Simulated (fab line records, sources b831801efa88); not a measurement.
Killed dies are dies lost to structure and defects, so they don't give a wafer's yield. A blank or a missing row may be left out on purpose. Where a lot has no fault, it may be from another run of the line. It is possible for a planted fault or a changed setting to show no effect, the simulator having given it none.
Matching of chambers -- flow sfq_line -- SFQ_TRILAYER_I2_CMP_CMP_064 on cmp-01: 4 sister chambers
The step polishes SiO2. 8 wafers are shown with their chamber, then 9 later ones without.

== WAFERS, EACH WITH ITS CHAMBER ==
wafer,chamber,motor_current_A (A),time_to_endpoint_s (s)
L775.1,2,9.2,209
L775.2,0,10.7,218
L775.5,2,9.2,222
L784.2,3,12.3,217
L784.6,1,10.0,215
L786.1,1,10.2,210
L786.4,0,11.0,217
L786.6,3,12.5,220

== WAFERS MISSING THEIR CHAMBER ==
wafer,motor_current_A (A),time_to_endpoint_s (s)
L787.2,8.9,222
L787.5,8.9,209
L787.6,9.5,213
L792.3,10.7,212
L792.1,12.5,212
L792.6,10.2,214
L793.1,12.5,217
L793.4,8.8,215
L793.5,9.3,223

== WHICH CHAMBER EACH ONE RAN IN ==
wafer,from the rows above,in truth
L787.2,2,2
L787.5,2,2
L787.6,2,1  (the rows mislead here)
L792.3,0,0
L792.1,3,3
L792.6,1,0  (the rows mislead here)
L793.1,3,3
L793.4,2,2
L793.5,2,2
7 of 9 placed correctly. Left unplaced by these rows: 0. Placed wrongly: 2.
How it was worked out, from the rows above alone: a wafer's distance from a chamber is the root of the sum, over the readings, of the square of ((its reading less the chamber's mean) divided by the reading's scatter). If the next closest chamber is less than 2 further off than the closest, the wafer can't be placed; otherwise it belongs to the closest. The mean given for a chamber averages the wafers shown for that chamber. The scatter: the root of (the sum of the squares of (reading less its chamber's mean) over the shown wafers, divided by (wafers less chambers)).
